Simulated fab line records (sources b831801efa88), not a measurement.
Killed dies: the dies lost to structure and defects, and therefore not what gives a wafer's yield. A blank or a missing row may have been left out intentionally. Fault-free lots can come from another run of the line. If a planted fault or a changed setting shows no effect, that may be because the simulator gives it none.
Which tool is to blame? | flow sky130 | route of 708 steps, sampled at 1 step: 10 lots, 30 wafers

WHAT THE GAUGES READ, wafer by wafer
SKY_FIELD_ISO_THK_MEAS_02.
lot  | measured    | on           | FIELD_ISO_OXIDATION_00_THK (nm)
L117 | day 1 17:59 | filmMetro-01 | 12.10 12.08 12.31
L118 | day 1 22:29 | filmMetro-04 | 11.67 11.86 11.72
L119 | day 2 02:40 | filmMetro-04 | 11.66 11.77 11.99
L122 | day 2 17:41 | filmMetro-04 | 11.61 11.52 11.76
L130 | day 4 09:46 | filmMetro-04 | 11.55 11.35 11.48
L134 | day 5 05:39 | filmMetro-02 | 11.56 11.66 11.60
L135 | day 5 12:22 | filmMetro-01 | 11.75 11.45 11.75
L136 | day 5 17:49 | filmMetro-02 | 11.80 12.17 11.91
L137 | day 5 21:16 | filmMetro-02 | 11.75 11.63 11.71
L139 | day 6 06:38 | filmMetro-04 | 12.00 12.02 11.90

EACH LOT AND THE TOOL THAT RAN IT (in order: tool; ch and the chambers of the sampled wafers; start)
There is no process step in the record ahead of these readings.

THE ANSWER, worked out from the rows above alone
Rule: what is usual is taken from the lots themselves. Put in order of their means at a reading, lots are off if they are a third of the lots or fewer, leave a main group of 4 or more, and stand apart from it by a gap of 3 or more times the standard deviation of the main group's means; of several such gaps the widest counts. The tables above print the reading to a certain number of digits; a main group whose means all agree to those digits is not used. Also off: a lot with no number at a reading for which 4 or more lots have one. All remaining lots with rows at the step are treated as sound.
No lot is off at any reading shown: from this, nothing can be told.

WHAT THE SIMULATOR HAD INSERTED
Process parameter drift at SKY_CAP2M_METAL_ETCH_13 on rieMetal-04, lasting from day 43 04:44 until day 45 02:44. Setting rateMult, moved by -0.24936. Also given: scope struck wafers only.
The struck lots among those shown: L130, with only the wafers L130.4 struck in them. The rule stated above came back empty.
